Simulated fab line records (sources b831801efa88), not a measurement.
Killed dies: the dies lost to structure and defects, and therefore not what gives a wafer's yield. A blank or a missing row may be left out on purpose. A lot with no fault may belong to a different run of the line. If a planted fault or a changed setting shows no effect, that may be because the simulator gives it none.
Chamber matching / flow sky130 / cmp-01 running SKY_VIA4_CMP_02: 4 sister chambers
The step polishes SiO2. 8 wafers are shown with their chamber, then 10 later ones without.

== EACH WAFER AND ITS CHAMBER ==
wafer=L083.3; chamber=0; motor-current-A (A)=11.3
wafer=L087.2; chamber=0; motor-current-A (A)=11.1
wafer=L087.4; chamber=1; motor-current-A (A)=11.8
wafer=L087.6; chamber=3; motor-current-A (A)=13.3
wafer=L094.3; chamber=3; motor-current-A (A)=13.1
wafer=L094.6; chamber=2; motor-current-A (A)=12.2
wafer=L095.1; chamber=1; motor-current-A (A)=11.4
wafer=L095.4; chamber=2; motor-current-A (A)=11.9

== WAFERS WITHOUT THEIR CHAMBER ==
wafer=L095.6; motor-current-A (A)=12.5
wafer=L095.2; motor-current-A (A)=13.1
wafer=L095.3; motor-current-A (A)=11.7
wafer=L095.5; motor-current-A (A)=11.9
wafer=L097.1; motor-current-A (A)=11.7
wafer=L097.2; motor-current-A (A)=12.9
wafer=L097.4; motor-current-A (A)=11.0
wafer=L097.3; motor-current-A (A)=11.6
wafer=L097.5; motor-current-A (A)=11.3
wafer=L097.6; motor-current-A (A)=11.6

== THE CHAMBER EACH PASSED THROUGH ==
wafer=L095.6; from the rows above=can't be placed: 2 or 3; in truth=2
wafer=L095.2; from the rows above=3; in truth=3
wafer=L095.3; from the rows above=can't be placed: 1 or 2 or 0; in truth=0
wafer=L095.5; from the rows above=can't be placed: 2 or 1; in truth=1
wafer=L097.1; from the rows above=can't be placed: 1 or 2 or 0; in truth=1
wafer=L097.2; from the rows above=3; in truth=3
wafer=L097.4; from the rows above=can't be placed: 0 or 1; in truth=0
wafer=L097.3; from the rows above=can't be placed: 1 or 0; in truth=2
wafer=L097.5; from the rows above=can't be placed: 0 or 1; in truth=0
wafer=L097.6; from the rows above=can't be placed: 1 or 0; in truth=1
Correct placement for 2 of the 10. Cannot be placed on the basis of these rows: 8; the candidates contain the true chamber in 7. Wrongly placed: 0.
How it was worked out, from the rows above alone: a wafer's distance from a chamber is the root of the sum, over the readings, of the square of ((its reading less the chamber's mean) divided by the reading's scatter). The wafer belongs to the nearest chamber; if the next one is less than 2 further off, it can't be placed. A chamber's mean is the mean of its shown wafers. How the scatter is found: for the shown wafers, subtract from each reading the mean of its chamber, square and add these, divide the total by (wafers less chambers), then take the root.
